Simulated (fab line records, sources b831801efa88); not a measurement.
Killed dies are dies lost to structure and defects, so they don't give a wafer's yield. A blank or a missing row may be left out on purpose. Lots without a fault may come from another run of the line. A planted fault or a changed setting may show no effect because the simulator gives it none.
fab line records | flow sky130
record lots=6 wafers=18 last_day=50
route steps=708 shown VIA4@649 METAL5@661 PAD_OPEN@708
lots that met no fault: from a run of the same line without faults
start_h: hours from the record's first day to the start of the lot's first wafer shown | wait_h: hours since the lot's step before | " the same as in the row above | L1.1+2: a row that stands for several wafers | - no value, or no start given | * or withheld: withheld | < > ~ a bound
route shown NAME@n: a module of which the file shows steps, and the number in the route of the first | usual: mean/standard deviation of fault-free wafers | same: alike in all rows | chamber/n: place in a boat | sites: the reading at each site | _std_site: their standard deviation | _edge_site: outer sites' mean less inner sites' | radius_mm: how far each site lies from the wafer's centre | mask NAME#n: copy n | behind: the tool/chamber that last shaped the wafer | hold: why the lot was held/for how many hours/how that ended | device: the transistor (n, p or np) that didn't switch | end of line: the same wafers' tests at the end of the route | a step without rows: its recipe alone | killed: dies lost to structure and defects at the first sort, not the wafer's yield | map: a wafer's dies, x killed, . not, _ none there
set.NAME: the setting as run; set.NAME@STEP: as run at that earlier step | model.NAME: the simulator's own value behind a step, which no gauge read
lots at some steps of the route; a table a step, a row a wafer
services: from which hour (start_h, from the record's first day; less than 0 if before it) a tool's chamber was out of use, for how many hours, and why
## steps
# step SKY_VIA4_DEVELOP_10
# recipe resist=NOVOLAK developer=TMAH develop_time_s=60 dev_temp_c=23
# step SKY_VIA4_OVL_MEAS_11
# usual VIA4_OVL=-0.6/1.1
# columns lot.wafer tool chamber start_h wait_h VIA4_OVL[nm]
L450.1 overlay-01 - 1043.51 0.1 0.5
L450.4 " - " " -0.7
L450.5 " - " " 0.2
L452.3 overlay-02 - 1051.38 0.1 -0.5
L452.5 " - " " 1.5
L452.6 " - " " -1.2
L456.1 overlay-01 - 1080.17 0.1 -0.9
L456.5 " - " " -0.2
L456.6 " - " " -1.8
L457.2 overlay-01 - 1084.07 0.1 -0.5
L457.3 " - " " 0.2
L457.4 " - " " 0.8
L462.1 overlay-02 - 1109.91 0.1 1.1
L462.4 " - " " -0.8
L462.5 " - " " -0.1
L466.3 overlay-02 - 1131.42 0.1 -0.8
L466.5 " - " " -1.2
L466.6 " - " " -1.8
# step SKY_VIA4_ETCH_12
# recipe target=SiO2 chemistry=C4F8/O2/Ar stop_on=TiN mask_material=NOVOLAK source_w=1500 bias_w=1200 pressure_mtorr=40 c4f8_flow_sccm=withheld O2_flow_sccm=6 Ar_flow_sccm=300 time_s=withheld target_depth_a=5800
# usual oes_product_au=0.926/0.0041
# columns lot.wafer tool chamber start_h wait_h oes_product_au
L450.1 rie_diel-03 0 1043.55 0.0 0.923
L450.4 " 1 " " 0.926
L450.5 " 0 " " 0.936
L452.3 rie_diel-03 0 1051.40 0.0 0.931
L452.5 " 2 " " 0.923
L452.6 " 3 " " 0.924
L456.1 rie_diel-01 3 1080.20 0.0 0.922
L456.5 " 0 " " 0.932
L456.6 " 3 " " 0.925
L457.2 rie_diel-02 2 1084.10 0.0 0.925
L457.3 " 3 " " 0.933
L457.4 " 0 " " 0.924
L462.1 rie_diel-02 2 1109.95 0.0 0.926
L462.4 " 2 " " 0.929
L462.5 " 0 " " 0.926
L466.3 rie_diel-01 2 1131.45 0.0 0.929
L466.5 " 2 " " 0.931
L466.6 " 3 " " 0.931
# step SKY_VIA4_STRIP_13
# recipe chemistry=O2/N2 power_w=1400 pressure_mtorr=1500 platen_temp_c=withheld o2_flow_sccm=3000 n2_flow_sccm=300 overash_fraction=0.5
# usual drypump_motor_current_A=5.8/0.46 oes_product_au=0.710/0.0044 strip_time_to_endpoint_s=12.796/0.026
# columns lot.wafer tool chamber start_h wait_h drypump_motor_current_A oes_product_au rf_hours_counter_h strip_time_to_endpoint_s
L450.1 plasma_asher-02 1 1043.62 - 6.5 0.714 30 12.778
L450.4 " 1 " " 6.5 0.712 - 12.776
L450.5 " 1 " " 6.5 0.717 - 12.782
L452.3 plasma_asher-02 1 1051.51 - 6.5 0.709 - 12.867
L452.5 " 0 " " 5.2 0.706 - 12.810
L452.6 " 1 " " 6.5 0.708 - 12.841
L456.1 plasma_asher-03 0 1080.28 - 6.0 0.709 1 12.814
L456.5 " 1 " " 5.9 0.705 - 12.776
L456.6 " 0 " " 6.0 0.707 - 12.819
L457.2 plasma_asher-03 1 1084.17 - 5.9 0.704 2 12.803
L457.3 " 1 " " 5.9 0.712 - 12.796
L457.4 " 0 " " 6.0 0.710 - 12.794
L462.1 plasma_asher-03 0 1110.02 - 6.0 0.703 4 12.774
L462.4 " 0 " " 6.0 0.718 - 12.784
L462.5 " 1 " " 5.9 0.708 - 12.826
L466.3 plasma_asher-03 0 1131.55 - 6.0 0.713 - 12.795
L466.5 " 1 " " 5.9 0.707 - 12.772
L466.6 " 0 " " 6.0 0.713 - 12.773
# step SKY_VIA4_STRIP_14
# recipe chemistry=post_etch_residue_remover time_s=1200 temp_c=72.5
# step SKY_VIA4_CLEAN_15
# recipe chemistry=IPA time_s=180 temp_c=25
# step SKY_VIA4_CLEAN_16
# recipe chemistry=O3/DIW dry=n2_spin
# step SKY_VIA4_SPUTTER_17
# recipe material=TiN target_thk_nm=20 chamber_pressure_pa=5 power_w=4000 time_s=80
# usual cathode_dc_power_W=4000.0/0.78 chamber_pressure_pa=5.000/0.01 throttle_valve_pct=29.9/1.2
# columns lot.wafer tool chamber start_h wait_h cathode_dc_power_W chamber_pressure_pa throttle_valve_pct
L450.1 pvd_sputter-01 - 1044.25 0.0 3999.4 5.003 28.6
L450.4 " - " " 3999.5 4.995 30.1
L450.5 " - " " 4000.1 5.003 28.6
L452.3 pvd_sputter-04 - 1052.10 0.0 4000.1 5.000 31.4
L452.5 " - " " 3998.8 5.019 30.7
L452.6 " - " " 4001.2 5.002 29.6
L456.1 pvd_sputter-02 - 1081.04 0.0 3999.0 5.018 29.3
L456.5 " - " " 4000.0 4.990 29.8
L456.6 " - " " 3999.2 5.002 31.3
L457.2 pvd_sputter-04 - 1084.80 0.0 4000.8 5.000 29.5
L457.3 " - " " 4000.2 5.015 31.3
L457.4 " - " " 4000.0 5.004 30.5
L462.1 pvd_sputter-02 - 1110.62 0.0 4001.0 5.004 30.1
L462.4 " - " " 3999.5 4.995 29.9
L462.5 " - " " 3999.6 4.990 29.8
L466.3 pvd_sputter-04 - 1132.16 0.0 3999.1 5.002 27.2
L466.5 " - " " 4000.7 5.000 29.6
L466.6 " - " " 3998.4 4.999 30.6
# step SKY_VIA4_CVD_18
# recipe material=W target_thk_nm=505 time_s=152.14 temp_c=400 pressure_torr=40
# step SKY_VIA4_RS_MEAS_19
# recipe thk_meas_gauge=four-point-probe reads=W_of_VIA4_CVD_18+TiN_of_VIA4_SPUTTER_17
# usual VIA4_W_RS=0.2247/0.0024
# columns lot.wafer tool chamber start_h wait_h VIA4_W_RS[ohm/sq]
L450.1 film_metro-03 - 1044.46 0.1 0.2236
L450.4 " - " " 0.2215
L450.5 " - " " 0.2250
L452.3 film_metro-03 - 1052.36 0.1 0.2268
L452.5 " - " " 0.2261
L452.6 " - " " 0.2242
L456.1 film_metro-02 - 1081.30 0.1 0.2217
L456.5 " - " " 0.2224
L456.6 " - " " 0.2211
L457.2 film_metro-03 - 1085.03 0.1 0.2253
L457.3 " - " " 0.2246
L457.4 " - " " 0.2244
L462.1 film_metro-01 - 1110.83 0.1 0.2265
L462.4 " - " " 0.2259
L462.5 " - " " 0.2249
L466.3 film_metro-01 - 1132.41 0.1 0.2254
L466.5 " - " " 0.2235
L466.6 " - " " 0.2220
# step SKY_VIA4_THK_MEAS_20
# recipe thk_meas_gauge=xrf reads=W_of_VIA4_CVD_18
# usual VIA4_W_THK=512/6.3
# columns lot.wafer tool chamber start_h wait_h VIA4_W_THK[nm]
L450.1 film_metro-03 - 1044.58 0.1 518
L450.4 " - " " 521
L450.5 " - " " 512
L452.3 film_metro-03 - 1052.46 0.1 506
L452.5 " - " " 513
L452.6 " - " " 514
L456.1 film_metro-02 - 1081.42 0.1 516
L456.5 " - " " 516
L456.6 " - " " 520
L457.2 film_metro-03 - 1085.14 0.1 513
L457.3 " - " " 516
L457.4 " - " " 514
L462.1 film_metro-01 - 1110.95 0.1 513
L462.4 " - " " 510
L462.5 " - " " 511
L466.3 film_metro-01 - 1132.51 0.1 513
L466.5 " - " " 516
L466.6 " - " " 519
# step SKY_VIA4_CMP_21
# recipe stop_on=SiO2 t_overpolish_s=25 down_force_psi=3.5 platen_rpm=60 target_thk_nm=0 pad_velocity_m_s=0.94248
# usual motor_current_A=11.2/1.1 overpolish_run_s=25.000/0.0095 retaining_ring_pressure_frac=1.000/0.0051 slurry_flow_ml_min=150.0/0.5 time_to_endpoint_s=122/4.5
# columns lot.wafer tool chamber start_h wait_h motor_current_A overpolish_run_s retaining_ring_pressure_frac slurry_flow_ml_min time_to_endpoint_s
L450.4 cmp-02 3 1044.71 0.1 10.4 24.995 1.000 150.1 130
L450.1 " 0 " " 11.0 24.996 0.996 150.6 126
L450.5 " 0 " " 10.2 25.006 1.004 150.0 128
L452.3 cmp-02 0 1052.65 0.2 10.7 25.001 0.996 149.3 115
L452.5 " 1 " " 13.2 24.990 0.991 150.1 120
L452.6 " 2 " " 11.7 25.006 0.998 150.0 122
L456.1 cmp-01 1 1082.12 0.7 11.0 24.997 1.008 149.9 124
L456.5 " 1 " " 11.6 24.995 1.005 150.1 120
L456.6 " 2 " " 10.4 25.004 0.999 149.9 121
L457.3 cmp-01 2 1085.35 0.2 10.3 25.004 1.000 150.1 122
L457.4 " 3 " " 10.1 25.003 0.990 149.8 119
L457.2 " 0 " " 14.0 24.999 1.008 150.6 120
L462.1 cmp-02 3 1111.01 0.1 10.2 25.009 0.999 148.9 126
L462.4 " 2 " " 12.0 24.986 0.996 150.0 123
L462.5 " 0 " " 10.0 24.985 0.995 149.2 123
L466.3 cmp-01 1 1132.70 0.2 12.2 25.004 1.002 149.7 118
L466.5 " 2 " " 9.4 25.000 0.997 149.4 119
L466.6 " 3 " " 9.6 25.007 1.001 150.7 118
# step SKY_METAL5_SPUTTER_00
# recipe material=Ti target_thk_nm=15 power_w=3000 time_s=10 chamber_pressure_pa=0.4
# usual cathode_dc_power_W=2999.9/0.48 chamber_pressure_pa=0.3998/0.00069 throttle_valve_pct=30.2/0.85
# columns lot.wafer tool chamber start_h wait_h cathode_dc_power_W chamber_pressure_pa throttle_valve_pct
L450.1 pvd_sputter-03 - 1045.01 0.2 2999.8 0.3994 29.6
L450.4 " - " " 3001.0 0.3995 31.1
L450.5 " - " " 2999.5 0.4002 29.7
L452.3 pvd_sputter-02 - 1052.80 0.1 3000.2 0.3989 30.0
L452.5 " - " " 2999.4 0.4002 29.5
L452.6 " - " " 2999.5 0.3990 31.3
L456.1 pvd_sputter-02 - 1082.42 0.2 - - -
L456.5 " - " " - - -
L456.6 " - " " - - -
L457.2 pvd_sputter-03 - 1085.60 0.1 - - -
L457.3 " - " " - - -
L457.4 " - " " - - -
L462.1 pvd_sputter-03 - 1111.31 0.2 2999.9 0.4000 29.8
L462.4 " - " " 3000.4 0.4006 30.1
L462.5 " - " " 2999.1 0.4009 31.6
L466.3 pvd_sputter-01 - 1132.85 0.1 3000.2 0.3998 30.3
L466.5 " - " " 3000.4 0.4003 28.4
L466.6 " - " " 2999.9 0.4002 30.1
# step SKY_METAL5_SPUTTER_01
# recipe material=TiN target_thk_nm=20 power_w=6500 time_s=16.7 chamber_pressure_pa=0.4
# usual cathode_dc_power_W=6499.9/1.2 chamber_pressure_pa=0.4000/0.00077 throttle_valve_pct=30.3/0.83
# columns lot.wafer tool chamber start_h wait_h cathode_dc_power_W chamber_pressure_pa throttle_valve_pct
L450.1 pvd_sputter-03 - 1045.03 0.0 6500.0 0.3995 29.6
L450.4 " - " " 6500.4 0.4004 31.2
L450.5 " - " " 6501.0 0.4001 29.7
L452.3 pvd_sputter-02 - 1052.82 0.0 6502.4 0.3991 29.9
L452.5 " - " " 6498.3 0.3993 29.5
L452.6 " - " " 6499.1 0.4009 31.3
L456.1 pvd_sputter-02 - 1082.44 0.0 6497.6 0.4011 30.3
L456.5 " - " " 6500.7 0.4001 31.4
L456.6 " - " " 6499.7 0.3997 29.7
L457.2 pvd_sputter-03 - 1085.62 0.0 6503.1 0.4006 31.5
L457.3 " - " " 6500.4 0.4017 30.7
L457.4 " - " " 6500.6 0.4000 30.1
L462.1 pvd_sputter-03 - 1111.33 0.0 6501.0 0.4000 29.8
L462.4 " - " " 6499.6 0.3997 30.2
L462.5 " - " " 6499.5 0.3984 31.3
L466.3 pvd_sputter-01 - 1132.87 0.0 6500.0 0.3997 30.5
L466.5 " - " " 6500.2 0.3995 28.6
L466.6 " - " " 6498.9 0.4007 30.0
# step SKY_PAD_OPEN_PROBE_99
# usual defect_limited_yield=82.5/1.9 killed_at_M0_to_M3=44/6.6 killed_at_M4_up=3.0/2 killed_at_contacts=24/5.1 killed_at_front_end=15/4.1 killed_at_other=0.4/0.62 killed_dies=86/9.3 killed_open=46/6.8 killed_short=40/5.8 sort_bin_3_pad_short=0.8/0.4 sort_bin_5_function=10.3/1.4 sort_bin_6_memory=6.4/1 sort_n_pass=406/9.3 sort_yield_pct=82.5/1.9
# same gross_dies=492 killed_at_back_side=0 sort_bin_4_leakage[%]=0 sort_bin_8_speed[%]=0
# columns lot.wafer tool chamber start_h wait_h defect_limited_yield[%] killed_at_M0_to_M3 killed_at_M4_up killed_at_contacts killed_at_front_end killed_at_other killed_dies killed_open killed_short sort_bin_3_pad_short[%] sort_bin_5_function[%] sort_bin_6_memory[%] sort_n_pass sort_yield_pct[%] model.etest.via4_chain.rc_ohm
L450.1 prober-01 - 1107.78 0.1 84.8 41 1 15 17 1 75 39 36 0.4 8.5 6.3 417 84.8 0.8241
L450.4 prober-01 - 1107.93 0.2 83.5 49 3 17 12 0 81 43 38 0.8 10.0 5.7 411 83.5 0.8105
L450.5 prober-01 - 1107.98 0.2 83.9 42 3 23 11 0 79 42 37 1.0 9.1 5.9 413 83.9 0.7713
L452.3 prober-01 - 1116.80 0.2 80.3 43 1 26 27 0 97 47 50 0.8 11.6 7.3 395 80.3 0.8017
L452.5 prober-01 - 1116.90 0.2 78.3 47 3 36 21 0 107 69 38 0.6 13.8 7.3 385 78.3 0.8039
L452.6 prober-01 - 1116.95 0.2 78.0 53 0 32 22 1 108 56 52 0.8 11.8 9.3 384 78.0 0.8033
L456.1 prober-01 - 1144.91 0.1 81.7 42 3 26 19 0 90 43 47 0.6 10.4 7.3 402 81.7 0.8689
L456.5 prober-01 - 1145.11 0.2 80.1 46 5 27 20 0 98 52 46 1.6 12.2 6.1 394 80.1 0.8282
L456.6 prober-01 - 1145.16 0.2 83.1 40 5 15 22 1 83 40 41 1.0 9.8 6.1 409 83.1 0.865
L457.2 prober-02 - 1147.70 0.1 83.1 32 5 29 17 0 83 41 38 0.4 11.0 5.5 409 83.1 0.8492
L457.3 prober-02 - 1147.75 0.2 82.5 47 1 29 7 2 86 38 47 1.6 10.0 5.9 406 82.5 0.8666
L457.4 prober-02 - 1147.80 0.2 82.1 39 4 32 13 0 88 45 43 1.0 10.4 6.5 404 82.1 0.875
L462.1 prober-01 - 1169.38 0.1 83.5 41 1 18 20 1 81 41 40 1.2 8.5 6.7 411 83.5 0.7936
L462.4 prober-01 - 1169.53 0.2 82.9 38 1 31 13 1 84 52 32 0.8 10.2 6.1 408 82.9 0.7719
L462.5 prober-01 - 1169.58 0.2 84.3 27 3 28 18 1 77 40 37 1.4 8.9 5.3 415 84.3 0.7999
L466.3 prober-02 - 1188.11 0.2 84.6 42 3 26 5 0 76 41 35 0.6 8.1 6.7 416 84.6 0.7896
L466.5 prober-02 - 1188.21 0.2 84.3 33 2 23 19 0 77 40 37 0.2 8.7 6.7 415 84.3 0.8289
L466.6 prober-02 - 1188.26 0.2 81.9 46 6 24 13 0 89 46 43 0.6 11.4 6.1 403 81.9 0.8011
# killed by level:class
L450.1 VIA2:geometric_particle:open=8 FIELD_ISO:geometric_particle:short=7 VIA1:geometric_particle:open=7 VIA3:geometric_particle:open=7 CONTACT:geometric_particle:open=6 METAL1:geometric_particle:short=6 CONTACT:geometric_particle:short=5 VIA1:geometric_particle:short=4
L450.4 VIA2:geometric_particle:open=11 METAL2:geometric_particle:short=7 VIA3:geometric_particle:open=6 LI_CONTACT:geometric_particle:open=5 VIA1:geometric_particle:open=5 LOCAL_INTERCONNECT:geometric_particle:short=4 CONTACT:geometric_particle:open=4 METAL1:geometric_particle:short=4
L450.5 CONTACT:geometric_particle:open=12 VIA3:geometric_particle:open=7 VIA2:geometric_particle:open=6 METAL2:geometric_particle:short=5 VIA1:geometric_particle:open=5 METAL3:geometric_particle:short=5 LI_CONTACT:geometric_particle:open=4 CONTACT:geometric_particle:short=4
L452.3 CONTACT:geometric_particle:open=9 METAL2:geometric_particle:short=8 POLY_GATE:geometric_particle:short=7 LI_CONTACT:geometric_particle:open=7 METAL1:geometric_particle:short=7 POLY_GATE:geometric_particle:open=6 CONTACT:geometric_particle:short=6 VIA3:geometric_particle:open=6
L452.5 VIA1:geometric_particle:open=16 CONTACT:geometric_particle:open=13 LI_CONTACT:geometric_particle:open=10 POLY_GATE:geometric_particle:open=9 VIA2:geometric_particle:open=8 FIELD_ISO:geometric_particle:open=6 POLY_GATE:geometric_particle:short=5 CONTACT:geometric_particle:short=5
L452.6 VIA1:geometric_particle:open=12 METAL1:geometric_particle:short=11 VIA1:geometric_particle:short=11 CONTACT:geometric_particle:open=9 LI_CONTACT:geometric_particle:open=7 VIA2:geometric_particle:open=7 FIELD_ISO:geometric_particle:open=6 POLY_GATE:geometric_particle:open=5
L456.1 VIA1:geometric_particle:open=8 CONTACT:geometric_particle:open=7 VIA2:geometric_particle:open=7 FIELD_ISO:geometric_particle:open=6 FIELD_ISO:geometric_particle:short=6 CONTACT:geometric_particle:short=6 VIA3:geometric_particle:short=6 LOCAL_INTERCONNECT:geometric_particle:short=5
L456.5 VIA1:geometric_particle:open=9 VIA3:geometric_particle:open=8 LI_CONTACT:geometric_particle:open=8 VIA2:geometric_particle:open=8 POLY_GATE:geometric_particle:open=6 FIELD_ISO:geometric_particle:short=5 POLY_GATE:geometric_particle:short=5 VIA2:geometric_particle:short=5
L456.6 FIELD_ISO:geometric_particle:open=8 VIA1:geometric_particle:open=8 METAL1:geometric_particle:short=8 VIA1:geometric_particle:short=6 VIA3:geometric_particle:open=6 POLY_GATE:geometric_particle:short=5 FIELD_ISO:geometric_particle:short=4 POLY_GATE:geometric_particle:open=4
L457.2 CONTACT:geometric_particle:open=11 LI_CONTACT:geometric_particle:open=8 CONTACT:geometric_particle:short=7 VIA1:geometric_particle:open=6 METAL2:geometric_particle:short=5 FIELD_ISO:geometric_particle:short=4 POLY_GATE:geometric_particle:open=4 VIA2:geometric_particle:open=4
L457.3 METAL2:geometric_particle:short=9 CONTACT:geometric_particle:open=8 CONTACT:geometric_particle:short=7 VIA3:geometric_particle:open=7 VIA1:geometric_particle:short=6 LI_CONTACT:geometric_particle:short=5 LI_CONTACT:geometric_particle:open=5 VIA1:geometric_particle:open=5
L457.4 VIA1:geometric_particle:open=11 CONTACT:geometric_particle:open=10 METAL1:geometric_particle:short=9 CONTACT:geometric_particle:short=8 LI_CONTACT:geometric_particle:open=7 LOCAL_INTERCONNECT:geometric_particle:short=6 METAL2:geometric_particle:short=5 FIELD_ISO:geometric_particle:open=4
L462.1 LI_CONTACT:geometric_particle:open=7 VIA1:geometric_particle:open=7 FIELD_ISO:geometric_particle:short=6 VIA1:geometric_particle:short=6 METAL3:geometric_particle:short=6 CONTACT:geometric_particle:open=5 METAL1:geometric_particle:short=5 METAL2:geometric_particle:short=5
L462.4 LI_CONTACT:geometric_particle:open=11 CONTACT:geometric_particle:open=10 VIA1:geometric_particle:open=10 METAL2:geometric_particle:short=7 CONTACT:geometric_particle:short=4 VIA2:geometric_particle:open=4 VIA3:geometric_particle:open=4 FIELD_ISO:geometric_particle:open=3
L462.5 CONTACT:geometric_particle:open=11 LI_CONTACT:geometric_particle:open=7 METAL1:geometric_particle:short=6 VIA1:geometric_particle:open=6 LOCAL_INTERCONNECT:geometric_particle:short=5 FIELD_ISO:geometric_particle:open=4 FIELD_ISO:geometric_particle:short=4 VIA1:geometric_particle:short=4
L466.3 LI_CONTACT:geometric_particle:open=9 CONTACT:geometric_particle:short=9 METAL2:geometric_particle:short=8 VIA1:geometric_particle:open=7 VIA2:geometric_particle:open=7 CONTACT:geometric_particle:open=6 VIA3:geometric_particle:open=6 METAL3:geometric_particle:short=4
L466.5 CONTACT:geometric_particle:open=12 POLY_GATE:geometric_particle:short=9 VIA1:geometric_particle:open=9 VIA2:geometric_particle:open=7 METAL1:geometric_particle:short=6 FIELD_ISO:geometric_particle:open=5 CONTACT:geometric_particle:short=5 LI_CONTACT:geometric_particle:short=4
L466.6 VIA1:geometric_particle:open=13 CONTACT:geometric_particle:open=7 LI_CONTACT:geometric_particle:open=7 METAL4:geometric_particle:short=6 FIELD_ISO:geometric_particle:short=5 METAL1:geometric_particle:short=5 VIA2:geometric_particle:open=5 LOCAL_INTERCONNECT:geometric_particle:short=4
## services
# columns tool chamber start_h hours kind
cmp-02 - 1020.13 6.5 pm
cmp-01 - 1026.65 5.8 pm
plasma_asher-03 - 1055.34 9.0 pm
plasma_asher-03 0 1055.34 9.0 vent_cycle
plasma_asher-03 1 1055.34 9.0 vent_cycle
plasma_asher-03 0 1064.34 - clean
plasma_asher-03 1 1064.34 - clean
rie_diel-01 - 1068.22 0.4 repair
rie_diel-03 3 1069.05 4.4 repair
cmp-02 - 1081.62 0.4 repair
cmp-02 - 1084.22 4.0 pm
cmp-02 - 1088.22 - consumable_replace:conditioner
cmp-02 - 1088.22 - consumable_replace:pad
pvd_sputter-03 - 1096.70 3.5 repair
rie_diel-01 - 1101.24 0.4 repair
pvd_sputter-01 2 1101.52 - consumable_replace:kit
pvd_sputter-03 1 1106.53 - consumable_replace:kit
pvd_sputter-03 1 1106.53 18.0 scheduled_down
pvd_sputter-03 1 1106.53 18.0 vent_cycle
rie_diel-02 3 1109.66 4.2 repair
rie_diel-01 0 1112.66 9.6 repair
cmp-01 - 1115.33 0.5 repair
pvd_sputter-02 - 1123.39 6.7 repair
pvd_sputter-03 - 1126.98 3.9 repair
## key
first_sign step=SKY_METAL5_SPUTTER_00 reading=tool_record direction=missing
effect none on later readings
model_effect step=SKY_PAD_OPEN_PROBE_99 value=etest.via4_chain.rc_ohm without=0.7984 struck=0.8588
met_at SKY_METAL5_SPUTTER_00
struck_wafers L456.1,L456.5,L456.6,L457.2,L457.3,L457.4
onset_between 1052.80 1082.42
fault kind=skipped_step_whole tool=pvd_sputter-02,pvd_sputter-03 chamber=- onset_h=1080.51 steps=SKY_METAL5_SPUTTER_00 scope=struck_lots_only
